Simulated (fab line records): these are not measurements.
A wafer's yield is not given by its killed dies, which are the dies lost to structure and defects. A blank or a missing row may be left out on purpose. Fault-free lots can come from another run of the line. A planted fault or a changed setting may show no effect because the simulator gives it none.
Which tool was responsible?	flow sky130	Sampling: 24 lots, 72 wafers, 5 of 708 route steps

## WHAT EACH GAUGE READ, for each wafer
SKY_VIA2_RS_MEAS_22: the measuring method here is four-point-probe.
lot	measured	on	VIA2_W_RS (ohm/sq)
L075	day 37 03:21	filmMetro-01	0.276 0.280 0.267
L077	day 37 20:20	filmMetro-01	0.277 0.278 0.281
L074	day 37 21:12	filmMetro-01	0.280 0.282 0.281
L076	day 37 21:31	filmMetro-02	0.272 0.276 0.275
L078	day 37 22:26	filmMetro-02	0.278 0.279 0.279
L079	day 38 02:04	filmMetro-02	0.276 0.279 0.276
L080	day 38 07:00	filmMetro-01	0.280 0.278 0.281
L081	day 38 14:34	filmMetro-02	0.278 0.279 0.274
L082	day 39 02:28	filmMetro-03	0.275 0.281 0.276
L084	day 39 13:03	filmMetro-03	0.279 0.279 0.282
L083	day 39 13:55	filmMetro-03	0.280 0.277 0.283
L085	day 39 16:22	filmMetro-03	0.277 0.278 0.277
L086	day 40 14:56	filmMetro-03	0.281 0.279 0.282
L088	day 41 07:48	filmMetro-02	0.280 0.278 0.282
L087	day 41 13:45	filmMetro-03	0.277 0.278 0.277
L090	day 41 19:08	filmMetro-02	0.270 0.271 0.275
L089	day 41 20:43	filmMetro-01	0.278 0.278 0.273
L092	day 42 02:46	filmMetro-03	0.280 0.281 0.279
L091	day 42 05:36	filmMetro-01	0.277 0.274 0.276
L093	day 42 10:11	filmMetro-03	0.278 0.275 0.280
L094	day 42 16:49	filmMetro-01	0.274 0.271 0.273
L095	day 43 03:00	filmMetro-03	0.276 0.282 0.272
L096	day 43 07:38	filmMetro-01	0.275 0.275 0.273
L097	day 43 12:05	filmMetro-03	0.277 0.281 0.279

SKY_VIA4_RS_MEAS_19: the measuring method here is four-point-probe.
lot	measured	on	VIA4_W_RS (ohm/sq)
L075	day 43 14:23	filmMetro-03	0.2138 0.2124 0.2117
L077	day 44 05:41	filmMetro-01	0.2131 0.2122 0.2146
L074	day 44 05:48	filmMetro-03	0.2112 0.2073 0.2114
L076	day 44 06:59	filmMetro-03	0.2164 0.2157 0.2146
L078	day 44 08:04	filmMetro-03	0.2081 0.2079 0.2092
L079	day 44 08:46	filmMetro-01	0.2079 0.2068 0.2090
L080	day 44 15:27	filmMetro-03	0.2079 0.2074 0.2090
L081	day 44 23:32	filmMetro-03	0.2126 0.2127 0.2110
L082	day 45 09:50	filmMetro-03	0.2116 0.2119 0.2111
L084	day 45 16:44	filmMetro-01	0.2114 0.2108 0.2117
L083	day 45 18:49	filmMetro-01	0.2092 0.2083 0.2079
L085	day 45 20:35	filmMetro-03	0.2102 0.2129 0.2124
L086	day 46 17:28	filmMetro-03	0.2148 0.2132 0.2138
L088	day 47 07:08	filmMetro-02	0.2118 0.2074 0.2132
L087	day 47 11:46	filmMetro-02	0.2129 0.2134 0.2120
L090	day 47 18:16	filmMetro-01	0.2070 0.2076 0.2061
L089	day 47 20:19	filmMetro-01	0.2100 0.2037 0.2106
L092	day 47 21:38	filmMetro-01	0.2099 0.2091 0.2103
L091	day 48 02:59	filmMetro-02	0.2122 0.2073 0.2113
L093	day 48 04:05	filmMetro-03	0.2120 0.2115 0.2111
L094	day 48 12:31	filmMetro-03	0.2090 0.2128 0.2064
L095	day 48 19:09	filmMetro-03	0.2097 0.2118 0.2118
L096	day 49 00:22	filmMetro-03	0.2091 0.2130 0.2119
L097	day 49 03:10	filmMetro-02	0.2111 0.2127 0.2106

## EACH LOT AND THE TOOL THAT RAN IT (in order: tool; ch and the chambers of the sampled wafers; start)
lot	SKY_VIA3_CVD_21	SKY_VIA3_CMP_24	SKY_METAL4_ETCH_16
L075	cvdW-02 ch 0,1, day 40 10:59	cmp-02 ch 2,3, day 40 11:17	rieMetal-04 ch 0,1, day 42 12:20
L077	cvdW-01 ch 0,1, day 41 02:22	cmp-01 ch 1,3, day 41 02:56	rieMetal-03 ch 0,1, day 43 03:56
L074	cvdW-02 ch 0,1, day 41 03:14	cmp-02 ch 1,2,3, day 41 03:29	rieMetal-01 ch 0,1, day 43 04:23
L076	cvdW-01 ch 0,1, day 41 04:18	cmp-02 ch 1,2, day 41 04:37	rieMetal-04 ch 0, day 43 05:30
L078	cvdW-01 ch 0, day 41 05:50	cmp-01 ch 1,3, day 41 06:08	rieMetal-03 ch 0,1, day 43 06:38
L079	cvdW-02 ch 0,1, day 41 06:50	cmp-01 ch 0,2,3, day 41 07:08	rieMetal-03 ch 0,1, day 43 07:20
L080	cvdW-02 ch 0,1, day 41 12:39	cmp-01 ch 1,2,3, day 41 13:04	rieMetal-03 ch 1, day 43 14:01
L081	cvdW-01 ch 0,1, day 41 20:44	cmp-01 ch 0,3, day 41 21:01	rieMetal-04 ch 0,1, day 43 21:43
L082	cvdW-02 ch 0,1, day 42 07:56	cmp-02 ch 1,3, day 42 08:17	rieMetal-01 ch 0,1, day 44 07:41
L084	cvdW-02 ch 0, day 42 16:58	cmp-01 ch 0,2,3, day 42 17:19	rieMetal-04 ch 0,1, day 44 16:02
L083	cvdW-02 ch 0,1, day 42 18:10	cmp-02 ch 0,1, day 42 18:25	rieMetal-03 ch 0,1, day 44 17:59
L085	cvdW-02 ch 0,1, day 42 20:14	cmp-02 ch 2,3, day 42 20:32	rieMetal-03 ch 0,1, day 44 19:42
L086	cvdW-01 ch 0, day 43 18:05	cmp-01 ch 0,2,3, day 43 18:29	rieMetal-03 ch 1, day 45 16:38
L088	cvdW-01 ch 0,1, day 44 09:28	cmp-02 ch 0,1,3, day 44 09:46	rieMetal-04 ch 0,1, day 46 08:17
L087	cvdW-01 ch 0,1, day 44 15:42	cmp-01 ch 0,2,3, day 44 16:01	rieMetal-04 ch 0,1, day 46 12:29
L090	cvdW-01 ch 0,1, day 44 20:46	cmp-02 ch 2,3, day 44 21:08	rieMetal-03 ch 0,1, day 46 19:05
L089	cvdW-01 ch 1, day 44 23:17	cmp-01 ch 1,2,3, day 44 23:41	rieMetal-01 ch 0, day 46 21:41
L092	cvdW-01 ch 0,1, day 45 02:56	cmp-02 ch 1,2,3, day 45 03:17	rieMetal-04 ch 0,1, day 47 00:05
L091	cvdW-02 ch 0,1, day 45 07:29	cmp-02 ch 0,1,2, day 45 07:58	rieMetal-04 ch 0,1, day 47 05:02
L093	cvdW-01 ch 0,1, day 45 10:28	cmp-02 ch 0,1, day 45 10:46	rieMetal-01 ch 0,1, day 47 05:59
L094	cvdW-01 ch 0,1, day 45 17:52	cmp-01 ch 1,3, day 45 18:10	rieMetal-03 ch 0,1, day 47 13:56
L095	cvdW-01 ch 0,1, day 46 02:31	cmp-01 ch 1,2,3, day 46 02:52	rieMetal-03 ch 0,1, day 47 21:31
L096	cvdW-02 ch 0,1, day 46 08:52	cmp-01 ch 1,2, day 46 09:10	rieMetal-01 ch 0,1, day 48 03:50
L097	cvdW-01 ch 0,1, day 46 12:52	cmp-02 ch 0,2,3, day 46 13:16	rieMetal-04 ch 1, day 48 06:25
- SKY_VIA3_CVD_21: deposits W, target thk 390 nm, time 117.31 s.
- SKY_VIA3_CMP_24: polishes, stops on SiO2, t overpolish 20 s, target thk 0 nm.
- SKY_METAL4_ETCH_16: etches BARC in N2/H2, stops on SiO2, time 88.2 s, target depth 60 nm.

## AS READ BY THE TOOLS THEMSELVES (means over the sampled wafers that have a number; for cases with no such wafer, the mark the record gives instead)
SKY_VIA3_CVD_21.
lot	tool	heaterPowerW (W)
L075	cvdW-02	738
L077	cvdW-01	902
L074	cvdW-02	743
L076	cvdW-01	903
L078	cvdW-01	861
L079	cvdW-02	792
L080	cvdW-02	759
L081	cvdW-01	903
L082	cvdW-02	790
L084	cvdW-02	721
L083	cvdW-02	781
L085	cvdW-02	788
L086	cvdW-01	854
L088	cvdW-01	900
L087	cvdW-01	870
L090	cvdW-01	915
L089	cvdW-01	924
L092	cvdW-01	869
L091	cvdW-02	781
L093	cvdW-01	884
L094	cvdW-01	878
L095	cvdW-01	891
L096	cvdW-02	787
L097	cvdW-01	916

SKY_VIA3_CMP_24.
lot	tool	motorCurrentA (A)	overpolishRunS (s)	retainingRingPressureFrac	timeToEndpointS (s)
L075	cmp-02	11.6	20.003	1.000	90
L077	cmp-01	11.6	19.998	1.003	92
L074	cmp-02	11.5	20.007	0.998	93
L076	cmp-02	12.8	20.010	1.000	96
L078	cmp-01	12.4	19.997	0.994	91
L079	cmp-01	11.6	20.005	1.009	93
L080	cmp-01	11.6	20.002	1.000	89
L081	cmp-01	11.9	19.995	1.003	99
L082	cmp-02	9.9	19.998	0.998	90
L084	cmp-01	11.3	19.998	0.998	99
L083	cmp-02	10.9	19.994	0.994	95
L085	cmp-02	10.6	19.993	0.998	91
L086	cmp-01	11.6	19.997	1.003	98
L088	cmp-02	10.5	20.008	1.003	95
L087	cmp-01	11.4	20.000	0.994	96
L090	cmp-02	11.5	20.000	1.001	91
L089	cmp-01	12.0	20.006	1.001	98
L092	cmp-02	11.2	20.006	0.999	94
L091	cmp-02	11.6	19.994	1.002	97
L093	cmp-02	11.1	20.007	1.002	95
L094	cmp-01	12.1	19.997	0.999	95
L095	cmp-01	12.2	19.997	1.005	90
L096	cmp-01	12.4	20.001	1.000	88
L097	cmp-02	10.7	19.993	0.999	92

SKY_METAL4_ETCH_16.
lot	tool	drypumpMotorCurrentA (A)	oesProductAu (a.u.)	throttleValvePct (%)
L075	rieMetal-04	5.6	0.629	13.196
L077	rieMetal-03	6.0	0.626	13.201
L074	rieMetal-01	5.8	0.624	13.203
L076	rieMetal-04	4.8	0.620	13.209
L078	rieMetal-03	5.9	0.625	13.198
L079	rieMetal-03	6.0	0.625	13.214
L080	rieMetal-03	6.1	0.625	13.202
L081	rieMetal-04	5.2	0.625	13.206
L082	rieMetal-01	5.7	0.623	13.201
L084	rieMetal-04	5.2	0.624	13.211
L083	rieMetal-03	6.0	0.628	13.199
L085	rieMetal-03	6.0	0.625	13.206
L086	rieMetal-03	6.1	0.626	13.206
L088	rieMetal-04	5.7	0.621	13.208
L087	rieMetal-04	5.7	0.626	13.205
L090	rieMetal-03	6.0	0.625	13.208
L089	rieMetal-01	6.0	0.628	13.204
L092	rieMetal-04	5.2	0.627	13.202
L091	rieMetal-04	5.6	0.624	13.206
L093	rieMetal-01	5.7	0.625	13.212
L094	rieMetal-03	6.0	0.625	13.209
L095	rieMetal-03	5.8	0.624	13.207
L096	rieMetal-01	5.7	0.626	13.208
L097	rieMetal-04	6.1	0.627	13.196

## THE ANSWER, worked out from the rows above alone
Rule: usual is defined by the lots themselves. The widest of any qualifying gaps counts: lots, ordered by their means at a reading, are off when they make up no more than a third of the lots, leave a main group of 4 or more, and stand apart from it by 3 or more times the standard deviation of that group's means. The tables above print the reading to a certain number of digits; a main group whose means all agree to those digits is not used. A lot without any number at a reading at which 4 lots or more have one is off too. The other lots that the step has rows for count as sound. The gauges are gone through in route order, then the tools' own readings, and for those a lot's mean is taken as printed above. The first step at which some lot is off is used, and at that step the reading that is off furthest; a lot without a number counts as furthest.
No lot is off at any reading shown: from this, nothing can be told.

## WHAT THE SIMULATOR PUT IN
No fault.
